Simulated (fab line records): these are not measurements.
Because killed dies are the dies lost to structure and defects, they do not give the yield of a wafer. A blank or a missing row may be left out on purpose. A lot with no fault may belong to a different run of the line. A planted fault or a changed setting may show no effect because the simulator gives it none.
fab line records	flow sky130
record lots=6	wafers=18	last_day=50
route steps=708 shown CONTACT@424 METAL1@434 PAD_OPEN@708
lots untouched by any fault: they come from a run of this same line in which no faults occurred
start_h: hours from the record's first day to the start of the lot's first wafer shown	wait_h: how many hours have passed since the lot's step before this one	" same as the row above	L1.1+2: a single row standing in for several wafers	- value missing, or start not given	* or withheld: withheld	< > ~ a bound
route shown NAME@n: NAME is a module with steps in the file, n the number in the route of the first one	usual: mean and standard deviation over wafers with no fault	same: alike in all rows	chamber/n: place in a boat	sites: per-site readings	_std_site: the values' standard deviation	_edge_site: outer sites' mean less inner sites'	radius_mm: how far each site lies from the wafer's centre	mask NAME#n: copy n	behind: the last tool/chamber to shape the wafer	hold: why the lot went on hold/how many hours it stayed there/how the hold came to an end	device: whichever transistor did not switch (one of n, p or np)	end of line: the tests these same wafers got at the end of their route	a step with no rows: only its recipe	killed: at the first sort, the dies lost to defects and structure; wafer yield is something else	map: per-die view of a wafer (x killed, . not killed, _ where there is no die)
set.NAME: the run value of the setting; set.NAME@STEP: its run value at that earlier step	model.NAME: the simulator's own value behind a step, which no gauge read
lots seen at some steps along the route; tables by step, rows by wafer
services: when a tool's chamber went out of use (start_h, in hours from the record's first day, below 0 if earlier), for how many hours, and the reason
## steps
# step SKY_CONTACT_ETCH_18
# recipe target=Si3N4	chemistry=CHF3/O2	stop_on=TiN	source_w=600	bias_w=200	pressure_mtorr=40	chf3_flow_sccm=50	O2_flow_sccm=5	time_s=39	target_depth_a=750
# usual drypump_motor_current_A=5.8/0.57	oes_product_au=0.855/0.0067	throttle_valve_pct=8.794/0.0093
lot.wafer	tool	chamber	start_h	wait_h	drypump_motor_current_A	oes_product_au	rf_hours_counter_h	throttle_valve_pct
L326.1	rie_diel-02	3	-	-	5.7	0.847	1	8.795
L326.2	"	2	"	"	5.0	0.839	19	8.782
L326.6	"	2	"	"	5.0	0.851	-	8.794
L327.1	rie_diel-03	1	-	-	5.7	0.855	0	8.809
L327.5	"	0	"	"	6.8	0.873	-	8.801
L327.6	"	3	"	"	5.6	0.860	-	8.793
L328.1	rie_diel-03	0	-	-	6.8	0.850	15	8.792
L328.2	"	1	"	"	5.8	0.847	1	8.778
L328.3	"	2	"	"	5.5	0.851	14	8.786
L332.1	rie_diel-02	2	-	-	5.0	0.861	21	8.805
L332.2	"	0	"	"	6.5	0.853	11	8.801
L332.5	"	3	"	"	5.7	0.863	-	8.796
L339.2	rie_diel-02	3	-	-	5.7	0.842	3	8.794
L339.4	"	3	"	"	5.7	0.857	-	8.792
L339.5	"	1	"	"	5.9	0.857	-	8.781
L340.1	rie_diel-02	0	-	-	6.5	0.854	11	8.789
L340.2	"	2	"	"	5.0	0.855	22	8.782
L340.3	"	3	"	"	5.7	0.851	4	8.786
# step SKY_CONTACT_STRIP_19
# recipe chemistry=O2/N2	power_w=1400	pressure_mtorr=1500	platen_temp_c=withheld	o2_flow_sccm=3000	n2_flow_sccm=300	overash_fraction=0.5
# usual drypump_motor_current_A=5.6/0.37	oes_product_au=0.381/0.0045	strip_time_to_endpoint_s=3.618/0.023
lot.wafer	tool	chamber	start_h	wait_h	drypump_motor_current_A	oes_product_au	rf_hours_counter_h	strip_time_to_endpoint_s
L326.1	plasma_asher-04	0	807.05	-	5.5	0.381	97	3.578
L326.2	"	1	"	"	5.8	0.378	97	3.603
L326.6	"	1	"	"	5.8	0.372	-	3.579
L327.1	plasma_asher-02	0	807.40	-	6.4	0.384	7	3.624
L327.5	"	1	"	"	5.3	0.369	-	3.578
L327.6	"	0	"	"	6.3	0.381	-	3.580
L328.1	plasma_asher-01	1	818.77	-	5.3	0.380	71	3.600
L328.2	"	0	"	"	5.4	0.379	71	3.631
L328.3	"	0	"	"	5.4	0.380	-	3.620
L332.1	plasma_asher-01	1	853.05	-	5.3	0.391	75	3.608
L332.2	"	0	"	"	5.4	0.380	75	3.583
L332.5	"	0	"	"	5.4	0.372	-	3.600
L339.2	plasma_asher-04	1	886.17	-	5.8	0.387	103	3.622
L339.4	"	0	"	"	5.4	0.385	-	3.629
L339.5	"	0	"	"	5.4	0.379	-	3.624
L340.1	plasma_asher-01	0	893.67	-	5.4	0.380	79	3.656
L340.2	"	1	"	"	5.3	0.375	79	3.600
L340.3	"	1	"	"	5.4	0.380	-	3.633
# step SKY_CONTACT_STRIP_20
# recipe chemistry=post_etch_residue_remover	time_s=1200	temp_c=72.5
# step SKY_CONTACT_CLEAN_21
# recipe chemistry=IPA	time_s=180	temp_c=25
# step SKY_CONTACT_CLEAN_22
# recipe chemistry=O3/DIW	dry=n2_spin
# step SKY_CONTACT_SPUTTER_23
# recipe material=TiN	target_thk_nm=20	chamber_pressure_pa=5	power_w=4000	time_s=80
# step SKY_CONTACT_CVD_24
# recipe material=W	target_thk_nm=340	time_s=102.12	temp_c=400	pressure_torr=40
# usual heater_power_w=819/48
lot.wafer	tool	chamber	start_h	wait_h	heater_power_w
L326.1	cvd_w-01	1	807.86	0.0	898
L326.2	"	0	"	"	832
L326.6	"	1	"	"	901
L327.1	cvd_w-01	1	808.11	0.0	879
L327.5	"	1	"	"	923
L327.6	"	0	"	"	811
L328.1	cvd_w-02	0	819.44	0.0	811
L328.2	"	1	"	"	740
L328.3	"	1	"	"	768
L332.1	cvd_w-01	0	853.75	0.0	826
L332.2	"	0	"	"	794
L332.5	"	0	"	"	801
L339.2	cvd_w-02	1	886.86	0.0	750
L339.4	"	1	"	"	739
L339.5	"	0	"	"	811
L340.1	cvd_w-01	0	894.38	0.0	803
L340.2	"	1	"	"	889
L340.3	"	0	"	"	795
# step SKY_CONTACT_RS_MEAS_25
# recipe thk_meas_gauge=four-point-probe	reads=W_of_CONTACT_CVD_24+TiN_of_CONTACT_SPUTTER_23
# usual CONTACT_W_RS=0.337/0.0071
lot.wafer	tool	chamber	start_h	wait_h	CONTACT_W_RS[ohm/sq]
L326.1	film_metro-04	-	807.97	0.1	0.321
L326.2	"	-	"	"	0.337
L326.6	"	-	"	"	0.322
L327.1	film_metro-03	-	808.22	0.1	0.328
L327.5	"	-	"	"	0.332
L327.6	"	-	"	"	0.344
L328.1	film_metro-03	-	819.55	0.1	0.344
L328.2	"	-	"	"	0.344
L328.3	"	-	"	"	0.345
L332.1	film_metro-03	-	853.97	0.2	0.346
L332.2	"	-	"	"	0.342
L332.5	"	-	"	"	0.345
L339.2	film_metro-03	-	886.99	0.1	0.342
L339.4	"	-	"	"	0.340
L339.5	"	-	"	"	0.342
L340.1	film_metro-03	-	894.49	0.1	0.340
L340.2	"	-	"	"	0.324
L340.3	"	-	"	"	0.339
# step SKY_CONTACT_THK_MEAS_26
# recipe thk_meas_gauge=xrf	reads=W_of_CONTACT_CVD_24
# usual CONTACT_W_THK=347/8.3
lot.wafer	tool	chamber	start_h	wait_h	CONTACT_W_THK[nm]
L326.1	film_metro-04	-	808.09	0.1	367
L326.2	"	-	"	"	352
L326.6	"	-	"	"	367
L327.1	film_metro-03	-	808.34	0.1	354
L327.5	"	-	"	"	351
L327.6	"	-	"	"	339
L328.1	film_metro-03	-	819.67	0.1	339
L328.2	"	-	"	"	342
L328.3	"	-	"	"	338
L332.1	film_metro-03	-	854.09	0.1	337
L332.2	"	-	"	"	342
L332.5	"	-	"	"	339
L339.2	film_metro-03	-	887.10	0.1	340
L339.4	"	-	"	"	345
L339.5	"	-	"	"	342
L340.1	film_metro-03	-	894.61	0.1	340
L340.2	"	-	"	"	360
L340.3	"	-	"	"	342
# step SKY_CONTACT_CMP_27
# recipe stop_on=SiO2	t_overpolish_s=15	down_force_psi=3.5	platen_rpm=60	target_thk_nm=0	pad_velocity_m_s=0.94248
# step SKY_METAL1_SPUTTER_00
# recipe material=Ti	target_thk_nm=15	power_w=3000	time_s=10	chamber_pressure_pa=0.4
# step SKY_METAL1_SPUTTER_01
# recipe material=TiN	target_thk_nm=20	power_w=6500	time_s=16.7	chamber_pressure_pa=0.4
# step SKY_METAL1_SPUTTER_02
# recipe material=AlCu	target_thk_nm=250	power_w=10600	time_s=13.3	chamber_pressure_pa=0.4
# usual throttle_valve_pct=30.2/0.75
lot.wafer	tool	chamber	start_h	wait_h	throttle_valve_pct	model.AlCu_of_METAL1_SPUTTER_02.thk_nm
L326.1	pvd_sputter-04	-	808.50	0.0	29.8	252.1
L326.2	"	-	"	"	29.9	251.5
L326.6	"	-	"	"	29.5	249.2
L327.1	pvd_sputter-01	-	808.92	0.0	30.4	247.1
L327.5	"	-	"	"	29.3	247.4
L327.6	"	-	"	"	30.2	246.8
L328.1	pvd_sputter-01	-	820.08	0.0	29.4	248.9
L328.2	"	-	"	"	30.5	253.5
L328.3	"	-	"	"	30.2	251
L332.1	pvd_sputter-01	-	854.49	0.0	30.4	244.9
L332.2	"	-	"	"	30.3	247.1
L332.5	"	-	"	"	29.2	246
L339.2	pvd_sputter-01	-	887.49	0.0	30.9	135.9
L339.4	"	-	"	"	29.3	246.9
L339.5	"	-	"	"	30.5	249.5
L340.1	pvd_sputter-01	-	895.02	0.0	30.2	136.9
L340.2	"	-	"	"	29.6	137
L340.3	"	-	"	"	30.9	250.2
# step SKY_METAL1_SPUTTER_03
# recipe material=Ti	target_thk_nm=5	power_w=3000	time_s=3.3	chamber_pressure_pa=0.4
# step SKY_METAL1_SPUTTER_04
# recipe material=TiN	target_thk_nm=70	power_w=6500	time_s=58.3	chamber_pressure_pa=0.4
# step SKY_METAL1_RS_MEAS_05
# recipe thk_meas_gauge=four-point-probe	reads=TiN_of_METAL1_SPUTTER_04+Ti_of_METAL1_SPUTTER_03+AlCu_of_METAL1_SPUTTER_02+TiN_of_METAL1_SPUTTER_01+Ti_of_METAL1_SPUTTER_00
# usual METAL1_ALCU_RS=0.1273/0.0011
lot.wafer	tool	chamber	start_h	wait_h	METAL1_ALCU_RS[ohm/sq]
L326.1	film_metro-03	-	808.59	0.0	0.1259
L326.2	"	-	"	"	0.1263
L326.6	"	-	"	"	0.1275
L327.1	film_metro-04	-	809.02	0.0	0.1283
L327.5	"	-	"	"	0.1282
L327.6	"	-	"	"	0.1285
L328.1	film_metro-01	-	820.17	0.0	0.1275
L328.2	"	-	"	"	0.1249
L328.3	"	-	"	"	0.1263
L332.1	film_metro-03	-	854.59	0.0	0.1298
L332.2	"	-	"	"	0.1284
L332.5	"	-	"	"	0.1289
L339.2	film_metro-04	-	887.61	0.0	0.2401
L339.4	"	-	"	"	0.1285
L339.5	"	-	"	"	0.1271
L340.1	film_metro-04	-	895.11	0.0	0.2376
L340.2	"	-	"	"	0.2382
L340.3	"	-	"	"	0.1266
# step SKY_METAL1_THK_MEAS_06
# recipe thk_meas_gauge=xrf	reads=AlCu_of_METAL1_SPUTTER_02
# usual METAL1_ALCU_THK=248.4/2.2
lot.wafer	tool	chamber	start_h	wait_h	METAL1_ALCU_THK[nm]
L326.1	film_metro-03	-	808.71	0.1	254.7
L326.2	"	-	"	"	250.5
L326.6	"	-	"	"	249.1
L327.1	film_metro-04	-	809.14	0.1	245.9
L327.5	"	-	"	"	247.9
L327.6	"	-	"	"	246.4
L328.1	film_metro-01	-	820.29	0.1	247.3
L328.2	"	-	"	"	251.1
L328.3	"	-	"	"	249.1
L332.1	film_metro-03	-	854.71	0.1	241.4
L332.2	"	-	"	"	246.0
L332.5	"	-	"	"	243.9
L339.2	film_metro-04	-	887.72	0.1	135.3
L339.4	"	-	"	"	247.5
L339.5	"	-	"	"	250.0
L340.1	film_metro-04	-	895.23	0.1	136.7
L340.2	"	-	"	"	136.5
L340.3	"	-	"	"	250.8
# step SKY_METAL1_DEHYDRATE_07
# recipe temp_c=200	time_s=60
# step SKY_METAL1_HMDS_08
# recipe prime_time_s=60	prime_temp_c=120
# step SKY_METAL1_COAT_09
# recipe resist=BARC	temp_c=withheld	time_s=withheld	spin_rpm=3000	resist_thk_nm=60
# step SKY_METAL1_COAT_10
# recipe resist=KrF-thick	spin_rpm=3000	resist_thk_nm=450
# step SKY_METAL1_SOFTBAKE_11
# recipe temp_c=100	time_s=90	resist=KrF-thick
# step SKY_METAL1_EXPOSE_12
# recipe mask_id=MM1	na=0.8	source_shape=annular	sigma_inner=0.55	sigma_outer=0.85	target_cd_nm=140	dose_mj=28
# step SKY_METAL1_PEB_13
# recipe peb_temp_c=withheld	peb_time_s=withheld	resist=KrF-thick
# step SKY_METAL1_DEVELOP_14
# recipe develop_time_s=60	resist=KrF-thick	dev_temp_c=21
# step SKY_METAL1_CD_MEAS_15
# recipe target_cd_nm=140
# usual cd_nm=140.2/1.5
lot.wafer	tool	chamber	start_h	wait_h	cd_nm
L326.1	cd_sem-01	-	835.33	-	140.3
L326.2	"	-	"	"	140.7
L326.6	"	-	"	"	141.1
L327.1	cd_sem-02	-	835.68	-	141.5
L327.5	"	-	"	"	141.4
L327.6	"	-	"	"	140.3
L328.1	cd_sem-02	-	846.11	-	141.9
L328.2	"	-	"	"	139.9
L328.3	"	-	"	"	141.1
L332.1	cd_sem-02	-	880.71	-	140.7
L332.2	"	-	"	"	141.5
L332.5	"	-	"	"	142.0
L339.2	cd_sem-01	-	913.05	-	141.1
L339.4	"	-	"	"	143.2
L339.5	"	-	"	"	141.4
L340.1	cd_sem-01	-	919.98	-	140.7
L340.2	"	-	"	"	140.6
L340.3	"	-	"	"	140.5
# step SKY_METAL1_OVL_MEAS_16
# usual METAL1_OVL=3/5.9
lot.wafer	tool	chamber	start_h	wait_h	METAL1_OVL[nm]
L326.1	overlay-02	-	835.45	0.1	3
L326.2	"	-	"	"	5
L326.6	"	-	"	"	0
L327.1	overlay-02	-	835.80	0.1	0
L327.5	"	-	"	"	1
L327.6	"	-	"	"	0
L328.1	overlay-02	-	846.23	0.1	8
L328.2	"	-	"	"	-1
L328.3	"	-	"	"	2
L332.1	overlay-01	-	880.83	0.1	11
L332.2	"	-	"	"	7
L332.5	"	-	"	"	8
L339.2	overlay-02	-	913.16	0.1	-5
L339.4	"	-	"	"	-8
L339.5	"	-	"	"	9
L340.1	overlay-01	-	920.10	0.1	-3
L340.2	"	-	"	"	5
L340.3	"	-	"	"	3
# step SKY_METAL1_DESCUM_17
# recipe chemistry=O2	source_power_w=150	bias_power_w=0	pressure_mtorr=10	temp_c=40	time_s=8
# usual drypump_motor_current_A=5.7/0.63	oes_product_au=1.002/0.0087
lot.wafer	tool	chamber	start_h	wait_h	drypump_motor_current_A	oes_product_au	rf_hours_counter_h
L326.1	rie_metal-03	0	835.49	0.0	6.4	1.008	0
L326.2	"	1	"	"	5.1	0.989	1
L326.6	"	1	"	"	5.1	0.990	-
L327.1	rie_metal-04	0	835.84	0.0	5.1	0.995	3
L327.5	"	0	"	"	5.1	1.001	-
L327.6	"	1	"	"	5.1	0.993	-
L328.1	rie_metal-04	1	846.27	0.0	5.1	0.993	5
L328.2	"	0	"	"	5.1	1.007	3
L328.3	"	1	"	"	5.1	0.992	-
L332.1	rie_metal-04	1	880.87	0.0	5.2	0.986	7
L332.2	"	0	"	"	5.1	0.987	5
L332.5	"	0	"	"	5.1	0.997	-
L339.2	rie_metal-01	0	913.19	0.0	6.5	1.012	15
L339.4	"	0	"	"	6.5	0.997	-
L339.5	"	0	"	"	6.5	0.996	-
L340.1	rie_metal-04	1	920.14	0.0	5.1	0.992	8
L340.2	"	0	"	"	5.1	1.011	7
L340.3	"	1	"	"	5.1	0.999	-
# step SKY_METAL1_ETCH_18
# recipe chemistry=N2/H2	target=BARC	ion_energy_ev=200	bias_w=100	pressure_mtorr=30	n2_flow_sccm=100	h2_flow_sccm=200	icp_w=500	stop_on=SiO2	time_s=45.9	target_depth_a=600
# step SKY_METAL1_METAL_ETCH_19
# recipe target_depth_a=3600	stop_on=SiO2	over_etch_frac=0.3	time_s=78	chemistry=Cl2/BCl3	resist_sidewall_deg=88	pressure_mtorr=10	icp_w=900	bias_w=48.5	Cl2_flow_sccm=60	bcl3_flow_sccm=30
# usual drypump_motor_current_A=5.7/0.62	mfc_cl2_sccm=59.98/0.18	oes_product_au=0.853/0.0053	throttle_valve_pct=22.263/0.0085
lot.wafer	tool	chamber	start_h	wait_h	drypump_motor_current_A	mfc_cl2_sccm	oes_product_au	rf_hours_counter_h	throttle_valve_pct
L326.1	rie_metal-03	0	835.59	0.0	6.3	60.12	0.852	0	22.271
L326.2	"	1	"	"	5.2	59.86	0.857	1	22.263
L326.6	"	1	"	"	5.1	60.15	0.847	-	22.267
L327.1	rie_metal-04	0	835.94	0.0	5.1	60.17	0.843	3	22.273
L327.5	"	0	"	"	5.1	60.27	0.848	-	22.266
L327.6	"	1	"	"	5.2	59.83	0.849	-	22.255
L328.1	rie_metal-04	1	846.36	0.0	5.1	60.12	0.849	5	22.263
L328.2	"	0	"	"	5.1	60.10	0.862	3	22.271
L328.3	"	1	"	"	5.1	59.95	0.847	-	22.277
L332.1	rie_metal-04	1	880.97	0.0	5.1	59.91	0.846	7	22.265
L332.2	"	0	"	"	5.1	59.77	0.849	5	22.267
L332.5	"	0	"	"	5.1	59.93	0.852	-	22.263
L339.2	rie_metal-01	0	913.29	0.0	6.5	60.03	0.729	15	22.267
L339.4	"	0	"	"	6.5	60.40	0.855	-	22.261
L339.5	"	0	"	"	6.5	60.18	0.855	-	22.259
L340.1	rie_metal-04	1	920.24	0.0	5.2	60.02	0.733	9	22.269
L340.2	"	0	"	"	5.1	59.81	0.734	7	22.263
L340.3	"	1	"	"	5.2	59.97	0.854	-	22.262
# step SKY_METAL1_STRIP_20
# recipe chemistry=O2/N2	power_w=1400	pressure_mtorr=1500	platen_temp_c=withheld	o2_flow_sccm=3000	n2_flow_sccm=300	overash_fraction=0.5
# usual drypump_motor_current_A=5.4/0.32	oes_product_au=0.342/0.0044	strip_time_to_endpoint_s=2.68/0.035
lot.wafer	tool	chamber	start_h	wait_h	drypump_motor_current_A	oes_product_au	rf_hours_counter_h	strip_time_to_endpoint_s
L326.1	plasma_asher-02	1	835.68	0.1	5.4	0.344	10	2.67
L326.2	"	0	"	"	6.4	0.334	10	2.72
L326.6	"	1	"	"	5.4	0.347	-	2.71
L327.1	plasma_asher-03	1	836.03	0.1	5.4	0.342	40	2.66
L327.5	"	1	"	"	5.4	0.338	-	2.68
L327.6	"	0	"	"	5.3	0.336	-	2.71
L328.1	plasma_asher-02	1	846.45	0.1	5.4	0.340	11	2.72
L328.2	"	0	"	"	6.4	0.338	11	2.67
L328.3	"	0	"	"	6.4	0.353	-	2.72
L332.1	plasma_asher-01	1	881.06	0.1	5.4	0.345	78	2.73
L332.2	"	0	"	"	5.3	0.340	78	2.70
L332.5	"	1	"	"	5.3	0.344	-	2.69
L339.2	plasma_asher-03	0	913.38	0.1	5.2	0.339	48	2.69
L339.4	"	0	"	"	5.2	0.329	-	2.66
L339.5	"	1	"	"	5.4	0.347	-	2.68
L340.1	plasma_asher-03	1	920.33	0.1	5.4	0.348	49	2.68
L340.2	"	0	"	"	5.3	0.334	49	2.64
L340.3	"	0	"	"	5.2	0.343	-	2.66
# step SKY_PAD_OPEN_PROBE_99
# usual defect_limited_yield=82.3/1.9	killed_at_M0_to_M3=43/7.4	killed_at_M4_up=3.3/2	killed_at_contacts=24/5.4	killed_at_front_end=16/4.2	killed_at_other=0.3/0.61	killed_dies=87/9.4	killed_on_rim=17/3.8	killed_open=47/7.3	killed_short=40/6.7	sort_bin_3_pad_short=0.9/0.43	sort_bin_5_function=10.4/1.4	sort_bin_6_memory=6.4/1.2	sort_n_pass=405/9.4	sort_yield_pct=82.3/1.9
# same gross_dies=492	killed_at_back_side=0	sort_bin_4_leakage[%]=0	sort_bin_8_speed[%]=0
lot.wafer	tool	chamber	start_h	wait_h	defect_limited_yield[%]	killed_at_M0_to_M3	killed_at_M4_up	killed_at_contacts	killed_at_front_end	killed_at_other	killed_dies	killed_on_rim	killed_open	killed_short	sort_bin_3_pad_short[%]	sort_bin_5_function[%]	sort_bin_6_memory[%]	sort_n_pass	sort_yield_pct[%]	model.etest.met1.line_ohm_um	model.etest.met1.rs_ohm_sq
L326.1	prober-02	-	1131.16	0.1	81.5	46	4	18	23	0	91	20	47	42	0.4	10.6	7.5	401	81.5	0.9104	0.1279
L326.2	prober-02	-	1131.21	0.1	84.1	43	0	17	16	2	78	16	39	38	1.0	8.5	6.3	414	84.1	0.9246	0.1281
L326.6	prober-02	-	1131.41	0.2	81.7	51	3	19	17	0	90	18	58	30	0	11.4	6.9	402	81.7	0.9201	0.1282
L327.1	prober-01	-	1133.05	0.1	81.5	48	3	20	20	0	91	17	42	49	1.0	10.0	7.5	401	81.5	0.9378	0.1299
L327.5	prober-01	-	1133.25	0.2	80.3	54	3	22	18	0	97	21	58	38	0.6	11.4	7.7	395	80.3	0.8973	0.1299
L327.6	prober-01	-	1133.30	0.2	81.7	52	3	22	13	0	90	24	50	40	1.0	10.0	7.3	402	81.7	0.9499	0.1286
L328.1	prober-02	-	1139.08	0.1	81.7	41	3	24	22	0	90	15	54	36	1.4	9.6	7.3	402	81.7	0.8932	0.1293
L328.2	prober-02	-	1139.13	0.1	82.5	38	5	30	12	1	86	13	42	43	0.8	9.6	7.1	406	82.5	0.9212	0.1262
L328.3	prober-02	-	1139.18	0.2	80.5	50	3	22	21	0	96	18	50	46	1.2	11.4	6.9	396	80.5	0.8932	0.1275
L332.1	prober-02	-	1165.26	0.1	83.3	39	2	27	13	1	82	15	47	35	0.4	9.8	6.5	410	83.3	0.9682	0.1314
L332.2	prober-02	-	1165.31	0.1	83.3	39	3	25	13	2	82	15	52	27	0.4	11.4	4.9	410	83.3	0.9194	0.1302
L332.5	prober-02	-	1165.46	0.2	84.8	37	3	27	8	0	75	8	43	32	1.2	8.5	5.5	417	84.8	0.9231	0.13
L339.2	prober-02	-	1187.38	0.1	85.6	28	4	30	9	0	71	15	44	27	0	8.3	6.1	421	85.6	1.684	0.2429
L339.4	prober-02	-	1187.48	0.2	83.5	38	2	25	16	0	81	14	43	38	1.0	8.7	6.7	411	83.5	0.9125	0.1295
L339.5	prober-02	-	1187.53	0.2	83.9	40	3	23	12	1	79	20	43	36	0	9.8	6.3	413	83.9	0.8994	0.1284
L340.1	prober-01	-	1192.03	0.1	81.7	47	1	19	23	0	90	19	56	34	0.8	10.6	6.9	402	81.7	1.724	0.2419
L340.2	prober-01	-	1192.08	0.1	82.5	41	5	23	17	0	86	14	49	37	0.8	10.6	6.1	406	82.5	1.661	0.239
L340.3	prober-01	-	1192.13	0.2	85.8	39	4	19	8	0	70	13	45	25	0.4	8.1	5.7	422	85.8	0.8948	0.1281
# killed by level:class
L326.1 VIA1:geometric_particle:open=12 VIA3:geometric_particle:short=8 VIA2:geometric_particle:open=8 FIELD_ISO:geometric_particle:open=7 METAL2:geometric_particle:short=7 LOCAL_INTERCONNECT:geometric_particle:short=5 CONTACT:geometric_particle:short=5 FIELD_ISO:geometric_particle:short=4
L326.2 VIA2:geometric_particle:open=8 METAL1:geometric_particle:short=7 VIA1:geometric_particle:open=6 FIELD_ISO:geometric_particle:open=5 CONTACT:geometric_particle:open=5 LOCAL_INTERCONNECT:geometric_particle:short=5 VIA1:geometric_particle:short=5 METAL2:geometric_particle:short=5
L326.6 CONTACT:geometric_particle:open=11 VIA3:geometric_particle:open=11 VIA2:geometric_particle:open=11 VIA1:geometric_particle:open=9 FIELD_ISO:geometric_particle:open=5 VIA2:geometric_particle:short=5 VIA3:geometric_particle:short=4 POLY_GATE:geometric_particle:open=3
L327.1 VIA1:geometric_particle:open=11 METAL2:geometric_particle:short=10 LOCAL_INTERCONNECT:geometric_particle:short=7 POLY_GATE:geometric_particle:short=6 CONTACT:geometric_particle:short=5 VIA1:geometric_particle:short=5 VIA3:geometric_particle:open=5 VIA2:geometric_particle:open=5
L327.5 VIA1:geometric_particle:open=16 CONTACT:geometric_particle:open=10 VIA3:geometric_particle:open=6 VIA1:geometric_particle:short=6 METAL2:geometric_particle:short=6 VIA2:geometric_particle:open=6 FIELD_ISO:geometric_particle:open=5 POLY_GATE:geometric_particle:open=5
L327.6 VIA1:geometric_particle:open=16 CONTACT:geometric_particle:open=9 VIA3:geometric_particle:short=7 METAL1:geometric_particle:short=6 METAL2:geometric_particle:short=5 LI_CONTACT:geometric_particle:open=5 METAL1:geometric_particle:open=4 SPACER:geometric_particle:short=4
L328.1 VIA1:geometric_particle:open=11 CONTACT:geometric_particle:open=10 VIA2:geometric_particle:open=8 LI_CONTACT:geometric_particle:open=7 FIELD_ISO:geometric_particle:open=6 VIA1:geometric_particle:short=6 METAL1:geometric_particle:short=5 FIELD_ISO:geometric_particle:short=4
L328.2 LI_CONTACT:geometric_particle:open=8 CONTACT:geometric_particle:open=7 VIA1:geometric_particle:open=7 FIELD_ISO:geometric_particle:short=6 CONTACT:geometric_particle:short=5 VIA3:geometric_particle:open=5 VIA2:geometric_particle:open=5 LOCAL_INTERCONNECT:geometric_particle:short=4
L328.3 CONTACT:geometric_particle:open=13 METAL2:geometric_particle:short=10 METAL1:geometric_particle:short=8 VIA1:geometric_particle:open=8 FIELD_ISO:geometric_particle:short=7 VIA2:geometric_particle:open=7 FIELD_ISO:geometric_particle:open=6 VIA1:geometric_particle:short=5
L332.1 CONTACT:geometric_particle:open=10 LI_CONTACT:geometric_particle:open=7 VIA1:geometric_particle:open=7 VIA2:geometric_particle:open=7 CONTACT:geometric_particle:short=6 VIA3:geometric_particle:open=6 VIA3:geometric_particle:short=5 FIELD_ISO:geometric_particle:short=4
L332.2 VIA1:geometric_particle:open=11 LI_CONTACT:geometric_particle:open=9 VIA3:geometric_particle:open=7 LOCAL_INTERCONNECT:geometric_particle:short=6 VIA2:geometric_particle:open=5 CONTACT:geometric_particle:open=5 POLY_GATE:geometric_particle:open=4 VIA3:geometric_particle:short=3
L332.5 VIA1:geometric_particle:open=10 LI_CONTACT:geometric_particle:open=9 CONTACT:geometric_particle:open=8 VIA2:geometric_particle:open=8 CONTACT:geometric_particle:short=5 VIA1:geometric_particle:short=5 METAL2:geometric_particle:short=5 LOCAL_INTERCONNECT:geometric_particle:short=4
L339.2 CONTACT:geometric_particle:open=13 VIA2:geometric_particle:open=10 VIA1:geometric_particle:open=6 LI_CONTACT:geometric_particle:short=6 LI_CONTACT:geometric_particle:open=6 VIA3:geometric_particle:open=4 FIELD_ISO:geometric_particle:short=3 VIA1:geometric_particle:short=3
L339.4 CONTACT:geometric_particle:open=10 VIA3:geometric_particle:open=8 POLY_GATE:geometric_particle:open=6 CONTACT:geometric_particle:short=6 VIA1:geometric_particle:open=6 METAL2:geometric_particle:short=6 VIA3:geometric_particle:short=6 LI_CONTACT:geometric_particle:open=4
L339.5 VIA1:geometric_particle:open=10 VIA2:geometric_particle:open=10 LOCAL_INTERCONNECT:geometric_particle:short=8 CONTACT:geometric_particle:open=8 FIELD_ISO:geometric_particle:short=4 VIA2:geometric_particle:short=4 VIA3:geometric_particle:open=4 SONOS_ONO:geometric_particle:short=3
L340.1 VIA1:geometric_particle:open=15 VIA2:geometric_particle:open=8 CONTACT:geometric_particle:open=7 FIELD_ISO:geometric_particle:short=6 POLY_GATE:geometric_particle:open=6 VIA1:geometric_particle:short=6 FIELD_ISO:geometric_particle:open=5 LI_CONTACT:geometric_particle:open=5
L340.2 VIA1:geometric_particle:open=8 VIA2:geometric_particle:open=7 CONTACT:geometric_particle:open=6 CONTACT:geometric_particle:short=6 METAL2:geometric_particle:short=6 POLY_GATE:geometric_particle:short=5 POLY_GATE:geometric_particle:open=5 LOCAL_INTERCONNECT:geometric_particle:short=5
L340.3 VIA2:geometric_particle:open=10 CONTACT:geometric_particle:open=8 VIA1:geometric_particle:open=8 VIA3:geometric_particle:open=5 LI_CONTACT:geometric_particle:open=5 CONTACT:geometric_particle:short=4 VIA1:geometric_particle:short=3 METAL2:geometric_particle:open=3
## services
tool	chamber	start_h	hours	kind
cvd_w-01	1	783.98	1.3	repair
cvd_w-02	1	791.01	1.5	repair
rie_diel-03	0	792.20	9.5	repair
rie_metal-01	-	823.82	0.6	repair
plasma_asher-04	-	826.84	14.6	pm
cvd_w-02	1	830.36	3.3	repair
rie_metal-03	-	830.95	2.8	pm
plasma_asher-02	-	837.64	1.6	repair
cvd_w-02	0	838.40	8.0	repair
cvd_w-01	1	849.63	14.5	repair
rie_diel-02	0	854.46	4.2	repair
rie_diel-03	2	860.96	1.9	repair
rie_diel-02	3	869.84	14.6	repair
rie_metal-04	-	872.41	2.8	pm
rie_diel-02	0	874.11	9.6	repair
pvd_sputter-01	-	882.13	3.1	repair
rie_diel-02	0	885.51	1.2	repair
cvd_w-02	-	891.20	6.9	pm
pvd_sputter-01	2	900.86	-	consumable_replace:kit
pvd_sputter-01	2	900.86	18.0	scheduled_down
pvd_sputter-01	2	900.86	18.0	vent_cycle
cvd_w-01	-	904.00	14.0	pm
cvd_w-01	0	904.00	14.0	vent_cycle
cvd_w-01	1	904.00	14.0	vent_cycle
## key
first_sign step=SKY_METAL1_RS_MEAS_05	reading=METAL1_ALCU_RS	direction=up	sigmas=99+	usual=0.1273	struck=0.2386
effect step=SKY_METAL1_THK_MEAS_06	reading=METAL1_ALCU_THK	direction=down	sigmas=50	usual=248.4	struck=136.1
effect step=SKY_METAL1_METAL_ETCH_19	reading=oes_product_au	direction=down	sigmas=23	usual=0.853	struck=0.732
model_effect step=SKY_METAL1_SPUTTER_02	value=AlCu_of_METAL1_SPUTTER_02.thk_nm	without=249.2	struck=136.6
model_effect step=SKY_PAD_OPEN_PROBE_99	value=etest.met1.line_ohm_um	without=0.8998	struck=1.69
met_at SKY_METAL1_SPUTTER_02
struck_wafers L339.2,L340.1,L340.2
onset_between 854.49 887.49
fault kind=process_parameter_drift	tool=pvd_sputter-01	chamber=-	onset_h=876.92	steps=SKY_METAL1_SPUTTER_02	channel=target_thk_nm	offset=-112.63	shape=step	end_h=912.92	scope=struck_wafers_only	acts_in=these_recipes_only	stated=250
